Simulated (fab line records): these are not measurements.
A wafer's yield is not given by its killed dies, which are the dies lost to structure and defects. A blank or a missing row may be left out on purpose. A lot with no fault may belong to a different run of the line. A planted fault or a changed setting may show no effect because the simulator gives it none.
fab line records	flow sky130
record: lots: 6	wafers: 18	lastDay: 50
route steps=708 shown PWDE@52 NWELL@56 PAD_OPEN@708
lots that met no fault: taken from a fault-free run of the same line
startH: hours from the record's first day to the start of the lot's first wafer shown	waitH: time in hours since the lot's previous step	" identical to the entry in the row above	L1.1+2: a row that stands for several wafers	- no value present, or no start provided	* or withheld: withheld	< > ~ a bound
route shown NAME@n: names a module that has steps shown in the file, with the first one's number in the route	usual: the fault-free wafers' mean and standard deviation	same: alike in all rows	chamber/n: place in a boat	sites: the reading at each site	_std_site: the values' standard deviation	_edge_site: inner sites' mean taken away from outer sites' mean	radiusMm: for every site, how far away it sits from the centre of the wafer	mask NAME#n: copy n	behind: the last tool/chamber to shape the wafer	hold: the reason the lot was held/the length of the hold in hours/how it ended	device: transistor that didn't switch, given as n, p or np	end of line: at the end of the route, the tests of the same wafers	a step given without rows: its recipe and nothing more	killed: count of dies lost to structure and defects at first sort (not the wafer's yield)	map: per-die view of a wafer (x killed, . not killed, _ where there is no die)
set.NAME: the setting that was run; set.NAME@STEP: the one run at that earlier step	model.NAME: the simulator's own value behind a step, which no gauge read
a table for each step, a row for each wafer; lots at some steps of the route
services: the hour from which a tool's chamber was out of use, counted from the record's first day as startH (under 0 if before that day), plus the number of hours and why
== steps ==
step: SKY_PWDE_OVL_MEAS_07
usual: PWDE_OVL: -0.2/1.5
lot.wafer	tool	chamber	startH	waitH	PWDE_OVL[nm]
L743.2	overlay-01	-	95.27	-	-0.6
L743.3	"	-	"	"	0.0
L743.4	"	-	"	"	-0.5
L745.4	overlay-01	-	107.94	-	0.9
L745.5	"	-	"	"	1.3
L745.6	"	-	"	"	0.3
L753.1	overlay-02	-	156.07	-	1.3
L753.3	"	-	"	"	-2.2
L753.4	"	-	"	"	-2.0
L754.3	overlay-02	-	156.43	-	-0.5
L754.4	"	-	"	"	-0.2
L754.5	"	-	"	"	0.0
L755.3	overlay-01	-	162.53	-	0.3
L755.4	"	-	"	"	1.1
L755.6	"	-	"	"	1.2
L760.1	overlay-02	-	196.41	-	0.9
L760.2	"	-	"	"	1.8
L760.6	"	-	"	"	0.3
step: SKY_PWDE_IMPLANT_08
recipe: species: B	energyKev: 150	doseCm2: 3.6e+12	tiltDeg: withheld
step: SKY_PWDE_STRIP_09
recipe: chemistry: O2/N2	powerW: 1400	pressureMtorr: 1500	platenTempC: withheld	o2FlowSccm: 3000	n2FlowSccm: 300	overashFraction: 0.5
usual: chamberPressureMTorr: 1500.1/1.3	drypumpMotorCurrentA: 5.5/0.45	o2FlowSccm: 2999/8.1	oesProductAu: 0.723/0.005	stripTimeToEndpointS: 36.92/0.093
lot.wafer	tool	chamber	startH	waitH	chamberPressureMTorr	drypumpMotorCurrentA	o2FlowSccm	oesProductAu	rfHoursCounterH	stripTimeToEndpointS
L743.2	plasmaAsher-02	0	95.45	0.1	1499.8	5.8	2999	0.726	39	36.90
L743.3	"	1	"	"	1500.6	5.1	2993	0.725	-	36.86
L743.4	"	0	"	"	1497.0	5.9	3005	0.719	-	36.82
L745.4	plasmaAsher-04	1	108.14	0.1	1499.3	6.3	3003	0.716	-	36.95
L745.5	"	1	"	"	1501.0	6.3	2994	0.731	-	37.07
L745.6	"	0	"	"	1500.0	5.8	3007	0.720	-	36.96
L753.1	plasmaAsher-02	1	156.25	0.1	1500.1	5.1	3003	0.721	46	36.96
L753.3	"	1	"	"	1501.5	5.1	2998	0.733	-	36.91
L753.4	"	0	"	"	1500.8	5.9	2988	0.725	-	37.11
L754.3	plasmaAsher-01	1	156.64	0.1	1500.3	4.9	3004	0.725	-	37.02
L754.4	"	0	"	"	1500.6	5.8	2998	0.717	-	36.92
L754.5	"	1	"	"	1500.1	4.9	3005	0.718	-	36.94
L755.3	plasmaAsher-02	0	162.73	0.1	1502.8	5.8	3006	0.719	-	36.98
L755.4	"	1	"	"	1497.4	5.1	2995	0.721	-	36.84
L755.6	"	0	"	"	1500.1	5.9	3005	0.722	-	37.00
L760.1	plasmaAsher-01	1	196.60	0.1	1498.9	4.9	2997	0.729	7	36.81
L760.2	"	0	"	"	1498.6	5.8	2990	0.719	7	36.90
L760.6	"	1	"	"	1498.8	4.9	2992	0.719	-	36.77
step: SKY_PWDE_TW_MEAS_10
usual: PWDE_TW: 374.4/1.8
lot.wafer	tool	chamber	startH	waitH	PWDE_TW
L743.2	filmMetro-01	-	95.56	0.1	376.4
L743.3	"	-	"	"	375.9
L743.4	"	-	"	"	375.4
L745.4	filmMetro-01	-	108.23	0.1	374.6
L745.5	"	-	"	"	374.8
L745.6	"	-	"	"	375.2
L753.1	filmMetro-01	-	156.35	0.1	374.1
L753.3	"	-	"	"	372.8
L753.4	"	-	"	"	372.3
L754.3	filmMetro-04	-	156.72	0.1	372.7
L754.4	"	-	"	"	371.2
L754.5	"	-	"	"	371.6
L755.3	filmMetro-01	-	162.82	0.1	374.3
L755.4	"	-	"	"	374.3
L755.6	"	-	"	"	374.0
L760.1	filmMetro-01	-	196.70	0.1	373.4
L760.2	"	-	"	"	374.4
L760.6	"	-	"	"	374.7
step: SKY_NWELL_DEHYDRATE_03
recipe: tempC: 200	timeS: 60
step: SKY_NWELL_HMDS_04
recipe: primeTimeS: 60	primeTempC: 120
step: SKY_NWELL_COAT_05
recipe: spinRpm: 2000	resistThkNm: 3000
step: SKY_NWELL_SOFTBAKE_06
recipe: tempC: 110	timeS: withheld
step: SKY_NWELL_EXPOSE_07
recipe: maskId: NWM	na: 0.6	sourceShape: conventional	sigmaOuter: 0.6	polarization: unpolarized	targetCdNm: 840	doseMj: 255
step: SKY_NWELL_PEB_08
recipe: tempC: 115	timeS: withheld
step: SKY_NWELL_DEVELOP_09
recipe: wallAngleDeg: 90	developer: TMAH	developTimeS: 60	devTempC: 23
step: SKY_NWELL_OVL_MEAS_10
usual: NWELL_00_OVL: 0.5/1.3
lot.wafer	tool	chamber	startH	waitH	NWELL_00_OVL[nm]
L743.2	overlay-01	-	112.57	-	1.5
L743.3	"	-	"	"	1.2
L743.4	"	-	"	"	-0.6
L745.4	overlay-02	-	126.74	-	-0.1
L745.5	"	-	"	"	0.4
L745.6	"	-	"	"	0.6
L753.1	overlay-01	-	176.82	-	-0.7
L753.3	"	-	"	"	0.5
L753.4	"	-	"	"	1.6
L754.3	overlay-02	-	177.18	-	2.7
L754.4	"	-	"	"	3.0
L754.5	"	-	"	"	2.8
L755.3	overlay-02	-	182.93	-	1.2
L755.4	"	-	"	"	1.8
L755.6	"	-	"	"	0.8
L760.1	overlay-02	-	217.02	-	-1.1
L760.2	"	-	"	"	0.7
L760.6	"	-	"	"	0.9
step: SKY_NWELL_IMPLANT_11
recipe: species: P	energyKev: 400	doseCm2: 1.9e+13	tiltDeg: withheld
usual: beamOnS: 10.01/0.19	faradayCurrentUA: 107.0/2
lot.wafer	tool	chamber	startH	waitH	beamOnS	faradayCurrentUA
L743.2	implanter-03	0	112.63	0.0	9.91	107.7
L743.3	"	0	"	"	9.88	108.1
L743.4	"	0	"	"	10.04	106.7
L745.4	implanter-01	0	126.83	0.1	9.97	106.8
L745.5	"	0	"	"	9.93	108.0
L745.6	"	0	"	"	9.95	107.8
L753.1	implanter-04	0	176.85	0.0	10.08	106.1
L753.3	"	0	"	"	10.27	103.9
L753.4	"	0	"	"	9.76	109.4
L754.3	implanter-01	0	177.25	0.1	7.59	141.5
L754.4	"	0	"	"	7.81	137.3
L754.5	"	0	"	"	7.78	138.0
L755.3	implanter-01	0	183.01	0.1	7.50	143.3
L755.4	"	0	"	"	7.57	142.5
L755.6	"	0	"	"	7.76	138.4
L760.1	implanter-03	0	217.05	0.0	9.99	107.2
L760.2	"	0	"	"	9.89	108.1
L760.6	"	0	"	"	10.27	104.5
step: SKY_NWELL_IMPLANT_12
recipe: species: P	energyKev: 120	doseCm2: 1.3e+12	tiltDeg: withheld
step: SKY_NWELL_IMPLANT_13
recipe: species: P	energyKev: 50	doseCm2: 7e+11	tiltDeg: withheld
step: SKY_NWELL_STRIP_14
recipe: chemistry: O2/N2	powerW: 1400	pressureMtorr: 1500	platenTempC: withheld	o2FlowSccm: 3000	n2FlowSccm: 300	overashFraction: 0.5
usual: chamberPressureMTorr: 1499.9/1.3	drypumpMotorCurrentA: 5.9/0.46	o2FlowSccm: 3001/8.7	oesProductAu: 0.722/0.0045	stripTimeToEndpointS: 36.89/0.11
lot.wafer	tool	chamber	startH	waitH	chamberPressureMTorr	drypumpMotorCurrentA	o2FlowSccm	oesProductAu	rfHoursCounterH	stripTimeToEndpointS
L743.2	plasmaAsher-04	0	113.05	0.1	1499.7	5.8	2998	0.725	32	36.99
L743.3	"	0	"	"	1499.6	5.8	2997	0.720	-	37.11
L743.4	"	1	"	"	1500.4	6.4	2998	0.718	-	36.96
L745.4	plasmaAsher-03	0	127.24	0.1	1497.7	6.2	3007	0.719	-	36.93
L745.5	"	0	"	"	1502.1	6.2	3001	0.717	-	36.89
L745.6	"	1	"	"	1499.0	6.2	3006	0.726	-	36.88
L753.1	plasmaAsher-03	0	177.30	0.1	1500.4	6.2	2999	0.719	49	36.80
L753.3	"	0	"	"	1501.2	6.2	2989	0.727	-	36.77
L753.4	"	1	"	"	1498.7	6.2	2989	0.718	-	36.82
L754.3	plasmaAsher-04	1	177.69	0.1	1502.0	6.4	3012	0.717	-	36.81
L754.4	"	0	"	"	1499.8	5.8	2988	0.720	-	36.82
L754.5	"	1	"	"	1499.3	6.4	3008	0.724	-	36.84
L755.3	plasmaAsher-04	0	183.44	0.1	1496.8	5.8	2997	0.731	-	36.62
L755.4	"	1	"	"	1500.0	6.4	2992	0.725	-	36.70
L755.6	"	0	"	"	1501.7	5.8	3003	0.718	-	36.70
L760.1	plasmaAsher-04	0	217.50	0.1	1501.4	5.7	3003	0.724	42	36.92
L760.2	"	1	"	"	1498.6	6.4	2997	0.726	42	36.99
L760.6	"	1	"	"	1500.5	6.3	2992	0.715	-	36.93
step: SKY_NWELL_TW_MEAS_15
usual: NWELL_TW: 1825/7.9
lot.wafer	tool	chamber	startH	waitH	hold	NWELL_TW
L743.2	filmMetro-03	-	113.16	0.1	-	1836
L743.3	"	-	"	"	-	1826
L743.4	"	-	"	"	-	1826
L745.4	filmMetro-01	-	127.33	0.1	-	1829
L745.5	"	-	"	"	-	1832
L745.6	"	-	"	"	-	1835
L753.1	filmMetro-01	-	177.40	0.1	-	1833
L753.3	"	-	"	"	-	1824
L753.4	"	-	"	"	-	1836
L754.3	filmMetro-03	-	177.77	0.1	awaitDispo/0.2h/release	1689
L754.4	"	-	"	"	awaitDispo/0.2h/release	1676
L754.5	"	-	"	"	awaitDispo/0.2h/release	1683
L754.3	filmMetro-03	-	178.00	0.2	-	1683
L754.4	"	-	"	"	-	1684
L754.5	"	-	"	"	-	1685
L755.3	filmMetro-01	-	183.53	0.1	awaitDispo/0.2h/release	1682
L755.4	"	-	"	"	awaitDispo/0.2h/release	1686
L755.6	"	-	"	"	awaitDispo/0.2h/release	1681
L755.3	filmMetro-01	-	183.75	0.2	-	1692
L755.4	"	-	"	"	-	1689
L755.6	"	-	"	"	-	1680
L760.1	filmMetro-04	-	217.60	0.1	-	1830
L760.2	"	-	"	"	-	1831
L760.6	"	-	"	"	-	1825
step: SKY_NWELL_HMDS_17
recipe: primeTimeS: 60	primeTempC: 120
step: SKY_NWELL_COAT_18
recipe: spinRpm: 2000	resistThkNm: 3000
step: SKY_NWELL_SOFTBAKE_19
recipe: tempC: 110	timeS: withheld
step: SKY_NWELL_EXPOSE_20
recipe: maskId: NWM_COMPLEMENT	na: 0.6	sourceShape: conventional	sigmaOuter: 0.6	polarization: unpolarized	targetCdNm: 840	doseMj: 260
step: SKY_NWELL_PEB_21
recipe: tempC: 115	timeS: withheld
step: SKY_NWELL_DEVELOP_22
recipe: wallAngleDeg: 90	developer: TMAH	developTimeS: 57.51	devTempC: 23
step: SKY_NWELL_OVL_MEAS_23
usual: NWELL_01_OVL: 0.7/1.3
lot.wafer	tool	chamber	startH	waitH	NWELL_01_OVL[nm]
L743.2	overlay-02	-	131.12	-	1.6
L743.3	"	-	"	"	-0.1
L743.4	"	-	"	"	1.1
L745.4	overlay-01	-	145.79	-	-0.8
L745.5	"	-	"	"	0.0
L745.6	"	-	"	"	2.3
L753.1	overlay-01	-	197.97	-	0.1
L753.3	"	-	"	"	-1.3
L753.4	"	-	"	"	0.1
L754.3	overlay-01	-	198.63	-	1.7
L754.4	"	-	"	"	-0.8
L754.5	"	-	"	"	0.8
L755.3	overlay-02	-	203.88	-	0.0
L755.4	"	-	"	"	-0.1
L755.6	"	-	"	"	1.5
L760.1	overlay-01	-	240.21	-	-0.7
L760.2	"	-	"	"	-2.8
L760.6	"	-	"	"	-1.3
step: SKY_NWELL_IMPLANT_24
recipe: species: B	energyKev: 140	doseCm2: 9.2e+12	tiltDeg: withheld
step: SKY_NWELL_STRIP_25
recipe: chemistry: O2/N2	powerW: 1400	pressureMtorr: 1500	platenTempC: withheld	o2FlowSccm: 3000	n2FlowSccm: 300	overashFraction: 0.5
usual: chamberPressureMTorr: 1499.9/1.4	drypumpMotorCurrentA: 6.0/0.42	o2FlowSccm: 2999/9.8	oesProductAu: 0.722/0.0045	stripTimeToEndpointS: 36.89/0.091
lot.wafer	tool	chamber	startH	waitH	chamberPressureMTorr	drypumpMotorCurrentA	o2FlowSccm	oesProductAu	rfHoursCounterH	stripTimeToEndpointS
L743.2	plasmaAsher-03	1	131.30	0.1	1500.6	6.2	3008	0.731	44	36.86
L743.3	"	1	"	"	1500.3	6.2	3012	0.729	-	36.81
L743.4	"	0	"	"	1497.6	6.2	2999	0.719	-	36.93
L745.4	plasmaAsher-03	1	145.99	0.1	1500.5	6.2	2986	0.719	-	36.85
L745.5	"	1	"	"	1500.3	6.2	2984	0.721	-	37.01
L745.6	"	0	"	"	1502.3	6.2	2999	0.727	-	37.00
L753.1	plasmaAsher-04	1	198.15	0.1	1500.2	6.4	2997	0.723	40	36.89
L753.3	"	1	"	"	1500.9	6.4	3005	0.723	-	36.81
L753.4	"	0	"	"	1500.3	5.8	3006	0.732	-	36.88
L754.3	plasmaAsher-04	1	198.84	0.1	1499.2	6.4	2998	0.717	-	36.86
L754.4	"	0	"	"	1500.5	5.8	2985	0.726	-	36.82
L754.5	"	1	"	"	1500.5	6.4	3002	0.725	-	36.74
L755.3	plasmaAsher-01	1	204.09	0.1	1499.1	4.9	2999	0.721	-	36.78
L755.4	"	0	"	"	1500.9	5.8	2983	0.726	-	36.84
L755.6	"	1	"	"	1499.3	4.9	2999	0.720	-	36.92
L760.1	plasmaAsher-03	0	240.40	0.1	1499.1	6.2	2998	0.721	55	36.80
L760.2	"	1	"	"	1501.0	6.2	3021	0.717	55	36.83
L760.6	"	0	"	"	1502.2	6.2	2990	0.723	-	36.84
step: SKY_NWELL_TW_MEAS_26
usual: NWELL_2_TW: 497.6/2.5
lot.wafer	tool	chamber	startH	waitH	NWELL_2_TW
L743.2	filmMetro-03	-	131.41	0.1	494.9
L743.3	"	-	"	"	496.0
L743.4	"	-	"	"	496.7
L745.4	filmMetro-04	-	146.08	0.1	498.8
L745.5	"	-	"	"	495.7
L745.6	"	-	"	"	500.3
L753.1	filmMetro-01	-	198.25	0.1	497.8
L753.3	"	-	"	"	497.7
L753.4	"	-	"	"	497.0
L754.3	filmMetro-03	-	198.92	0.1	494.4
L754.4	"	-	"	"	495.5
L754.5	"	-	"	"	495.1
L755.3	filmMetro-01	-	204.18	0.1	501.3
L755.4	"	-	"	"	497.5
L755.6	"	-	"	"	499.3
L760.1	filmMetro-03	-	240.50	0.1	496.8
L760.2	"	-	"	"	497.2
L760.6	"	-	"	"	497.3
step: SKY_NWELL_CLEAN_27
recipe: chemistry: SC1/SC2	mix: 1:4:20	tempC: 70	timeS: 150	dry: n2Spin
step: SKY_NWELL_RTA_28
recipe: tempC: 1050	timeS: 30	idleTempC: 650	rampUpCPerS: 150	rampDownCPerS: 90	ambient: N2
usual: lampPowerPct: 25.30/0.051	rampUpCPerS: 150.00/0.028	wafer_temp_C_max: 1054.9/0.96
lot.wafer	tool	chamber	startH	waitH	lampPowerPct	rampUpCPerS	wafer_temp_C_max
L743.2	rtpAnneal-01	0	131.53	0.0	25.26	150.01	1055.2
L743.3	"	0	"	"	25.31	149.97	1055.5
L743.4	"	0	"	"	25.34	150.01	1054.6
L745.4	rtpAnneal-02	0	146.21	0.1	25.30	149.99	1056.9
L745.5	"	0	"	"	25.27	150.05	1055.1
L745.6	"	0	"	"	25.37	150.00	1056.9
L753.1	rtpAnneal-01	0	198.37	0.0	25.28	150.00	1054.3
L753.3	"	0	"	"	25.35	149.99	1054.3
L753.4	"	0	"	"	25.23	149.96	1053.9
L754.3	rtpAnneal-02	0	199.05	0.0	25.38	149.95	1054.5
L754.4	"	0	"	"	25.25	150.01	1053.9
L754.5	"	0	"	"	25.30	150.06	1054.1
L755.3	rtpAnneal-01	0	204.30	0.0	25.36	149.94	1056.7
L755.4	"	0	"	"	25.19	149.97	1055.2
L755.6	"	0	"	"	25.36	149.98	1054.0
L760.1	rtpAnneal-02	0	240.61	0.0	25.39	149.99	1054.8
L760.2	"	0	"	"	25.38	149.99	1055.2
L760.6	"	0	"	"	25.31	149.91	1055.9
step: SKY_NWELL_RS_MEAS_29
recipe: thkMeasGauge: four-point-probe
usual: NWELL_RS: 624.6/1.6
lot.wafer	tool	chamber	startH	waitH	hold	NWELL_RS[ohm/sq]
L743.2	filmMetro-04	-	131.64	0.1	-	624.1
L743.3	"	-	"	"	-	623.3
L743.4	"	-	"	"	-	623.4
L745.4	filmMetro-01	-	146.32	0.1	-	628.2
L745.5	"	-	"	"	-	624.7
L745.6	"	-	"	"	-	625.0
L753.1	filmMetro-03	-	198.47	0.1	-	624.1
L753.3	"	-	"	"	-	626.1
L753.4	"	-	"	"	-	625.5
L754.3	filmMetro-01	-	199.16	0.1	awaitDispo/0.2h/release	718.4
L754.4	"	-	"	"	awaitDispo/0.2h/release	719.1
L754.5	"	-	"	"	awaitDispo/0.2h/release	719.5
L754.3	filmMetro-01	-	199.52	0.3	-	719.2
L754.4	"	-	"	"	-	718.8
L754.5	"	-	"	"	-	718.9
L755.3	filmMetro-04	-	204.41	0.1	awaitDispo/0.2h/release	718.3
L755.4	"	-	"	"	awaitDispo/0.2h/release	719.7
L755.6	"	-	"	"	awaitDispo/0.2h/release	717.6
L755.3	filmMetro-04	-	204.77	0.3	-	717.6
L755.4	"	-	"	"	-	717.8
L755.6	"	-	"	"	-	718.7
L760.1	filmMetro-01	-	240.71	0.1	-	625.1
L760.2	"	-	"	"	-	626.3
L760.6	"	-	"	"	-	625.0
step: SKY_PAD_OPEN_PROBE_99
usual: defectLimitedYield: 82.9/2	killed_at_M0_to_M3: 43/7	killed_at_M4_up: 3.0/1.9	killedAtContacts: 24/4.6	killedAtFrontEnd: 15/4.1	killedAtOther: 0.3/0.52	killedDies: 84/9.7	killedOpen: 46/6.9	killedShort: 38/6.8	sort_bin_3_pad_short: 0.8/0.41	sort_bin_5_function: 10.2/1.5	sort_bin_6_memory: 6.1/1.1	sortNPass: 408/9.7	sortYieldPct: 82.9/2
same: grossDies: 492	killedAtBackSide: 0	sort_bin_4_leakage[%]: 0	sort_bin_8_speed[%]: 0
lot.wafer	tool	chamber	startH	waitH	defectLimitedYield[%]	killed_at_M0_to_M3	killed_at_M4_up	killedAtContacts	killedAtFrontEnd	killedAtOther	killedDies	killedOpen	killedShort	sort_bin_3_pad_short[%]	sort_bin_5_function[%]	sort_bin_6_memory[%]	sortNPass	sortYieldPct[%]
L743.2	prober-02	-	1102.41	0.1	81.5	46	3	30	12	0	91	50	41	0.8	10.6	7.1	401	81.5
L743.3	prober-02	-	1102.46	0.2	83.3	44	2	23	13	0	82	50	32	0.6	9.6	6.5	410	83.3
L753.1	prober-01	-	1164.28	0.1	82.3	32	6	28	21	0	87	41	46	1.6	10.0	6.1	405	82.3
L753.3	prober-01	-	1164.38	0.2	82.7	41	5	25	13	1	85	42	43	1.0	10.0	6.3	407	82.7
L753.4	prober-01	-	1164.43	0.2	84.8	37	4	24	10	0	75	40	35	0.2	8.5	6.5	417	84.8
killed by level:class
L743.2 CONTACT:geometricParticle:open=11 VIA1:geometricParticle:open=10 LI_CONTACT:geometricParticle:open=9 VIA1:geometricParticle:short=7 LOCAL_INTERCONNECT:geometricParticle:short=6 POLY_GATE:geometricParticle:short=5 METAL1:geometricParticle:short=5 POLY_GATE:geometricParticle:open=4
L743.3 VIA1:geometricParticle:open=15 CONTACT:geometricParticle:open=11 VIA2:geometricParticle:open=8 VIA3:geometricParticle:open=6 VIA1:geometricParticle:short=5 POLY_GATE:geometricParticle:short=5 LOCAL_INTERCONNECT:geometricParticle:short=5 LI_CONTACT:geometricParticle:open=5
L753.1 LI_CONTACT:geometricParticle:open=8 CONTACT:geometricParticle:short=7 VIA1:geometricParticle:open=7 FIELD_ISO:geometricParticle:open=6 POLY_GATE:geometricParticle:short=5 LOCAL_INTERCONNECT:geometricParticle:short=5 METAL1:geometricParticle:short=5 VIA2:geometricParticle:open=5
L753.3 VIA1:geometricParticle:open=13 CONTACT:geometricParticle:short=9 CONTACT:geometricParticle:open=8 VIA3:geometricParticle:open=5 POLY_GATE:geometricParticle:short=4 LOCAL_INTERCONNECT:geometricParticle:short=4 METAL2:geometricParticle:short=4 FIELD_ISO:geometricParticle:open=3
L753.4 VIA1:geometricParticle:open=7 LI_CONTACT:geometricParticle:open=6 LOCAL_INTERCONNECT:geometricParticle:short=6 CONTACT:geometricParticle:open=6 METAL2:geometricParticle:short=6 METAL1:geometricParticle:short=5 METAL1:geometricParticle:open=5 VIA3:geometricParticle:open=5
== services ==
tool	chamber	startH	hours	kind
plasmaAsher-04	-	79.13	2.8	pm
implanter-03	-	97.69	1.9	repair
plasmaAsher-01	-	108.83	9.0	pm
plasmaAsher-01	0	108.83	9.0	ventCycle
plasmaAsher-01	1	108.83	9.0	ventCycle
implanter-04	-	112.45	3.4	pm
plasmaAsher-02	-	115.81	1.1	repair
plasmaAsher-01	0	117.83	-	clean
plasmaAsher-01	1	117.83	-	clean
implanter-01	-	127.77	7.7	repair
rtpAnneal-02	-	145.05	1.1	pm
plasmaAsher-01	-	151.88	0.8	repair
implanter-03	-	156.87	23.3	pm
implanter-01	-	198.07	14.4	repair
implanter-01	-	203.25	1.9	repair
plasmaAsher-04	-	225.61	1.2	repair
== key ==
firstSign: step: SKY_NWELL_IMPLANT_11	reading: faradayCurrentUA	direction: up	sigmas: 16	usual: 107.0	struck: 140.2
effect: step: SKY_NWELL_IMPLANT_11	reading: beamOnS	direction: down	sigmas: 12	usual: 10.01	struck: 7.67
effect: step: SKY_NWELL_TW_MEAS_15	reading: visit	direction: added
effect: step: SKY_NWELL_TW_MEAS_15	reading: NWELL_TW	direction: down	sigmas: 18	usual: 1825	struck: 1683
effect: step: SKY_NWELL_RS_MEAS_29	reading: visit	direction: added
effect: step: SKY_NWELL_RS_MEAS_29	reading: NWELL_RS	direction: up	sigmas: 59	usual: 624.6	struck: 718.8
metAt SKY_NWELL_IMPLANT_11
struckWafers L754.3,L754.4,L754.5,L755.3,L755.4,L755.6
scrappedBehind SKY_NWELL_RS_MEAS_29 L754.3,L754.4,L754.5,L755.3,L755.4,L755.6
onsetBetween 126.83 177.25
fault: kind: processParameterDrift	tool: implanter-01	chamber: -	onsetH: 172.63	steps: SKY_NWELL_IMPLANT_11	channel: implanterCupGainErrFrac	offset: 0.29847	shape: step	endH: 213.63
